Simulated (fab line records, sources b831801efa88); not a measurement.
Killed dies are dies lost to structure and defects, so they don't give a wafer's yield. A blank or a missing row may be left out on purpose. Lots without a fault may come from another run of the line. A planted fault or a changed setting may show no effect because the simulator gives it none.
A struck lot beside a sound one | flow gf180mcu | 16 steps out of a route of 602
Sound: wafers L917.2, L917.5, L917.6. Struck: wafers L923.4, L923.6. (L923.5 of the same lot was not struck and is left out.) The cause comes at the end.
At each step with rows: each side's tool, then ch and its chambers, then its first start. Under that, the readings that differ: sound wafers | struck wafers | difference of the means | sigmas: that difference in standard deviations of wafers without a fault.
alike: readings whose means differ by less than 2 such deviations, and words and numbers that are the same on both sides. not compared: withheld readings, readings that some wafer has no value for, bounds like >300 that may hide the same value, and numbers for which the record gives no deviation and whose values overlap.
The two part at a step that has a row with sigmas, a row that says differs or no value, or rows on one side only. Numbers that don't overlap but have no deviation are shown without sigmas and don't part them. A reading that every wafer of one side lacks parts them only if that side has two wafers or more.

first, 1 step without rows for these wafers: GF_STI_DEVELOP_11 (develop time 60 s).
GF_STI_CD_MEAS_12: target cd 220 nm.
  sound on cd_sem-01, day 2 12:35; struck on cd_sem-01, day 3 18:58
  alike: cd_nm
GF_STI_ETCH_13: etches the open film in CHF3/O2, stops on Si, target depth 282.31 nm, time 112.9 s.
  sound on rie_diel-02 ch 1,2,3, day 2 12:41; struck on rie_diel-03 ch 0,1, day 3 19:02
  alike: drypump_motor_current_A, oes_product_au, throttle_valve_pct
  not compared: rf_hours_counter_h
GF_STI_ETCH_14: etches Si in HBr/Cl2/O2, target depth 360 nm, time 102.9 s.
  sound on rie_si-02 ch 0,1,2, day 2 12:46; struck on rie_si-02 ch 1, day 3 19:07
  alike: drypump_motor_current_A, oes_product_au, throttle_valve_pct
  not compared: rf_hours_counter_h
GF_STI_STRIP_15: strips in O2/N2.
  sound on plasma_asher-04 ch 0,1, day 2 12:50; struck on plasma_asher-04 ch 0,1, day 3 19:13
  alike: drypump_motor_current_A, heater_power_w, oes_product_au, strip_time_to_endpoint_s
  not compared: rf_hours_counter_h
then, 6 steps without rows for these wafers: GF_STI_CLEAN_16 (cleans in dHF, time 25 s); GF_STI_WET_ETCH_17 (etches Si3N4 in H3PO4, target depth 45 nm, time 514 s); GF_STI_CLEAN_18 (cleans in SC1/SC2, time 150 s); GF_STI_CLEAN_19 (cleans in dHF, time 20 s); GF_STI_WET_ETCH_20 (etches SiO2 in dHF, target depth 20 nm, time 400 s); GF_STI_OXIDATION_21 (stabilise 600 s, purge 300 s, target thk 15 nm).
GF_STI_THK_MEAS_22:
  sound on film_metro-01, day 2 14:25; struck on film_metro-02, day 3 22:44
  alike: STI_OXIDATION_01_THK
GF_STI_CVD_23: deposits SiO2, target thk 650 nm, time 108.3 s.
  sound on hdpcvd-01 ch 0,1,2, day 2 14:28; struck on hdpcvd-01 ch 0,2, day 3 22:48
  reading                              | sound             | struck    | difference | sigmas
  model.SiO2_of_STI_CVD_23.thk_nm (nm) | 642.1 646.2 644.5 | 600 602.4 | -43        |
  alike: sih4_flow_sccm
GF_STI_THK_MEAS_24:
  sound on film_metro-02, day 2 14:34; struck on film_metro-02, day 3 22:52
  reading             | sound       | struck  | difference | sigmas
  STI_CVD_23_THK (nm) | 642 646 645 | 600 603 | -43        | -8
GF_STI_CMP_25: polishes, stops on Si3N4, t overpolish 33 s, target thk 524.6 nm.
  sound on cmp-01 ch 0,1,2, day 2 14:46; struck on cmp-01 ch 1, day 3 22:54
  alike: motor_current_A, platen_rpm, retaining_ring_pressure_frac
-- the record jumps here: 28 days lie between the struck wafers' starts before and after (it left off in module STI and takes up again in module PASSIVATION, whose first step shown is number 602 of the route) --
GF_PASSIVATION_PROBE_99:
  the record has rows for the struck wafers here (prober-01, day 31 14:20) and none for the sound ones

WHERE THEY PART
First at GF_STI_THK_MEAS_24; last, within this record, at GF_PASSIVATION_PROBE_99.

WHY: what the simulator had put in
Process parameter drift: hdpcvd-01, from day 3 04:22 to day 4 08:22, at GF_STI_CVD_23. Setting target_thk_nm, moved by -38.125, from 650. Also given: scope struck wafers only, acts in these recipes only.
